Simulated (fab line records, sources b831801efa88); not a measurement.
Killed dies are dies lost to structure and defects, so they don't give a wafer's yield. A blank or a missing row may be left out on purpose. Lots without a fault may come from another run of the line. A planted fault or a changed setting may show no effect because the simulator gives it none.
A struck lot beside a sound one | flow sky130 | 17 steps out of a route of 708
Sound: wafers L623.3, L623.5, L623.6. Struck: wafers L636.2, L636.3, L636.5. The cause comes at the end.
At each step with rows: each side's tool, then ch and its chambers, then its first start. Under that, the readings that differ: sound wafers | struck wafers | difference of the means | sigmas: that difference in standard deviations of wafers without a fault.
alike: readings whose means differ by less than 2 such deviations, and words and numbers that are the same on both sides. not compared: withheld readings, readings that some wafer has no value for, bounds like >300 that may hide the same value, and numbers for which the record gives no deviation and whose values overlap.
The two part at a step that has a row with sigmas, a row that says differs or no value, or rows on one side only. Numbers that don't overlap but have no deviation are shown without sigmas and don't part them. A reading that every wafer of one side lacks parts them only if that side has two wafers or more.

first, 9 steps without rows for these wafers: SKY_CAPM_CLEAN_17 (cleans in O3/DIW); SKY_METAL3_DEHYDRATE_05 (time 60 s); SKY_METAL3_HMDS_06 (prime time 60 s); SKY_METAL3_COAT_07 (resist thk 60 nm); SKY_METAL3_COAT_08 (resist thk 1140 nm); SKY_METAL3_SOFTBAKE_09 (time 90 s); SKY_METAL3_EXPOSE_10 (exposes mask MM3, target cd 300 nm); SKY_METAL3_PEB_11; SKY_METAL3_DEVELOP_12 (develop time 60 s).
SKY_METAL3_CD_MEAS_13: target cd 300 nm.
  sound on cd_sem-02, day 38 00:24; struck on cd_sem-02, day 43 04:14
  alike: cd_nm
SKY_METAL3_OVL_MEAS_14:
  sound on overlay-01, day 38 00:30; struck on overlay-02, day 43 04:20
  alike: METAL3_OVL
SKY_METAL3_DESCUM_15: chemistry O2, time 8 s.
  sound on rie_metal-01 ch 0,1, day 38 00:32; struck on rie_metal-01 ch 0,1, day 43 04:22
  alike: drypump_motor_current_A, oes_product_au, temp_c
  not compared: rf_hours_counter_h
SKY_METAL3_ETCH_16: etches BARC in N2/H2, stops on SiO2, time 88.2 s, target depth 60 nm.
  sound on rie_metal-01 ch 0,1, day 38 00:35; struck on rie_metal-01 ch 0,1, day 43 04:24
  no value came back on the struck wafers for any of 6 readings (bias_w (W), chamber_pressure_mTorr (mTorr) and others); on the sound wafers bias_w (W) reads 99.6 99.6 99.6
  reading                                       | sound          | struck         | difference | sigmas
  model.KrF-thick_of_METAL3_COAT_08.thk_nm (nm) | 1073 1076 1078 | 1127 1125 1125 | +50        |
  not compared: rf_hours_counter_h
SKY_METAL3_ETCH_17: etches SiO2 in C4F8/O2/Ar, stops on TiN, time 3.9 s, target depth 15 nm.
  sound on rie_diel-04 ch 0,3, day 38 00:39; struck on rie_diel-03 ch 0,1,2, day 43 04:30
  reading               | sound             | struck            | difference | sigmas
  oes_product_au (a.u.) | 0.750 0.745 0.755 | 0.372 0.376 0.370 | -0.377     | -52
  alike: bias_w, chamber_pressure_mTorr
  not compared: rf_hours_counter_h
SKY_METAL3_METAL_ETCH_18: etches the open film in Cl2/BCl3, stops on SiO2, target depth 845 nm, time 183.1 s.
  sound on rie_metal-02 ch 0,1, day 38 00:44; struck on rie_metal-04 ch 0,1, day 43 04:31
  reading                                       | sound             | struck            | difference | sigmas
  oes_product_au (a.u.)                         | 0.843 0.846 0.856 | 0.375 0.381 0.380 | -0.470     | -82
  model.KrF-thick_of_METAL3_COAT_08.thk_nm (nm) | 542 541.7 544.1   | 586.4 581.9 599.4 | +46.6      |
  alike: bcl3_flow_sccm, bias_w, drypump_motor_current_A, throttle_valve_pct
  not compared: rf_hours_counter_h
SKY_METAL3_STRIP_19: strips in O2/N2.
  sound on plasma_asher-02 ch 0,1, day 38 00:53; struck on plasma_asher-03 ch 0, day 43 04:42
  reading                      | sound             | struck            | difference | sigmas
  oes_product_au (a.u.)        | 0.503 0.510 0.505 | 0.524 0.523 0.533 | +0.021     | +4
  strip_time_to_endpoint_s (s) | 6.68 6.68 6.69    | 7.12 7.08 7.24    | +0.46      | +6
  alike: drypump_motor_current_A
  not compared: rf_hours_counter_h
then, 1 step without rows for these wafers: SKY_METAL3_STRIP_20 (strips in post etch residue remover, time 1200 s).

WHERE THEY PART
First at SKY_METAL3_ETCH_16; last, within this record, at SKY_METAL3_STRIP_19.

WHY: what the simulator had put in
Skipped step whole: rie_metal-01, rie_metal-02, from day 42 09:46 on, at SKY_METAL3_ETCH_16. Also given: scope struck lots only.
